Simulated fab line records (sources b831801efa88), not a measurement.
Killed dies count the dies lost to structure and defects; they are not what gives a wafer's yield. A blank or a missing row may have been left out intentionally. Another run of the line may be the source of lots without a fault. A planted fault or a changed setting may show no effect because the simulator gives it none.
Split-lot experiment    flow sky130    on a route of 708 steps: 5 lots, 23 wafers read

## THE SPLIT ITSELF
At SKY_LI_CONTACT_COAT_07 (resist thk 450 nm), the setting resist thk nm was moved away from the recipe's 450 nm on 10 of the 23 wafers read, by -4.3% to -1.9%. The other wafers ran this setting at the recipe's value.

The reading comes from the split's own step.

## THE READING
KrF-thick_of_LI_CONTACT_COAT_07.thk nm (the simulator's own value, which no gauge read), in nm, at SKY_LI_CONTACT_COAT_07 (resist thk 450 nm). No usual value for it is given in the file. Across the 13 wafers here that went through the recipe, the average is 450.0 nm and the standard deviation 0.61 nm.

wafer   tool, chamber at the split  resist thk nm as run, nm  against the recipe  KrF-thick_of_LI_CONTACT_COAT_07.thk nm, nm  against lot-mates on the recipe
L078.2  litho track-04, 0           450                       recipe              450.4                                       -
L078.3  litho track-04, 0           450                       recipe              449.3                                       -
L078.6  litho track-04, 0           450                       recipe              450.2                                       -
L079.1  litho track-01, 0           450                       recipe              450.3                                       -
L079.2  litho track-01, 0           450                       recipe              450.2                                       -
L079.4  litho track-01, 0           450                       recipe              450.5                                       -
L079.5  litho track-01, 0           430.8                     -4.3%               431.2                                       -19.1
L079.6  litho track-01, 0           430.8                     -4.3%               429.6                                       -20.7
L080.1  litho track-02, 0           450                       recipe              450.7                                       -
L080.2  litho track-02, 0           450                       recipe              450.4                                       -
L080.4  litho track-02, 0           437.3                     -2.8%               438                                         -12.5
L080.5  litho track-02, 0           437.3                     -2.8%               437                                         -13.5
L080.6  litho track-02, 0           437.3                     -2.8%               438.4                                       -12.1
L081.1  litho track-04, 0           450                       recipe              450.2                                       -
L081.2  litho track-04, 0           441.6                     -1.9%               441.3                                       -8.3
L081.3  litho track-04, 0           441.6                     -1.9%               442.4                                       -7.2
L081.4  litho track-04, 0           441.6                     -1.9%               441.2                                       -8.4
L081.5  litho track-04, 0           450                       recipe              449                                         -
L085.1  litho track-04, 0           450                       recipe              449.7                                       -
L085.2  litho track-04, 0           439.9                     -2.2%               439.5                                       -9.9
L085.3  litho track-04, 0           450                       recipe              450                                         -
L085.4  litho track-04, 0           439.9                     -2.2%               439                                         -10.4
L085.5  litho track-04, 0           450                       recipe              448.6                                       -

THE FIT
A straight line over all 23 wafers: KrF-thick_of_LI_CONTACT_COAT_07.thk nm changes by +4.51 nm for each +1% of resist thk nm; r = +1.00; the points scatter about the line by 0.69 nm.
The same after taking each lot's own level away (the mean of its wafers on the recipe; 23 wafers): +4.58 nm for each +1%; r = +1.00; scatter 0.59 nm.
According to that fit, moving resist thk nm by its largest amount changes the reading by 20 nm.
Measured against the standard deviation above, the lots' own levels, which go from 449.43 to 450.55 nm, span 1.8 times it.
The two slopes agree, so the slope changes little with the lot-to-lot level.
Check: for one of the wafers moved furthest among these (-4.3%), held out of the fit, the line's prediction against its lot-mates is -19.6 nm. Against them it came out at -19.1 nm.

## OTHER SPLITS ON THESE WAFERS
Other splits were also applied to these wafers ahead of the reading. Each is held against what the fit with the lots' levels taken away leaves over:
other split on the same wafers      wafers away from the commonest value  r with KrF-thick_of_LI_CONTACT_COAT_07.thk nm (lot level and that fit taken away)
SKY_LDD_P_EXPOSE_04 dose mj         6                                     +0.04
SKY_LDD_P_IMPLANT_09 energy kev     6                                     -0.25
SKY_LDD_HVN_SOFTBAKE_03 temp c      12                                    -0.16
SKY_LDD_HVP_IMPLANT_08 energy kev   6                                     +0.00
SKY_POLY_CUT_COAT_03 resist thk nm  5                                     -0.02
SKY_POLY_CUT_ETCH_10 ion energy ev  6                                     -0.10
SKY_SD_P_DEVELOP_06 dev temp c      11                                    -0.08
SKY_SD_N_IMPLANT_09 energy kev      6                                     +0.22

## THE FILE'S OWN FIT
KrF-thick_of_LI_CONTACT_COAT_07.thk nm changes by +4.58 nm for each +1% of resist thk nm, r = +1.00.
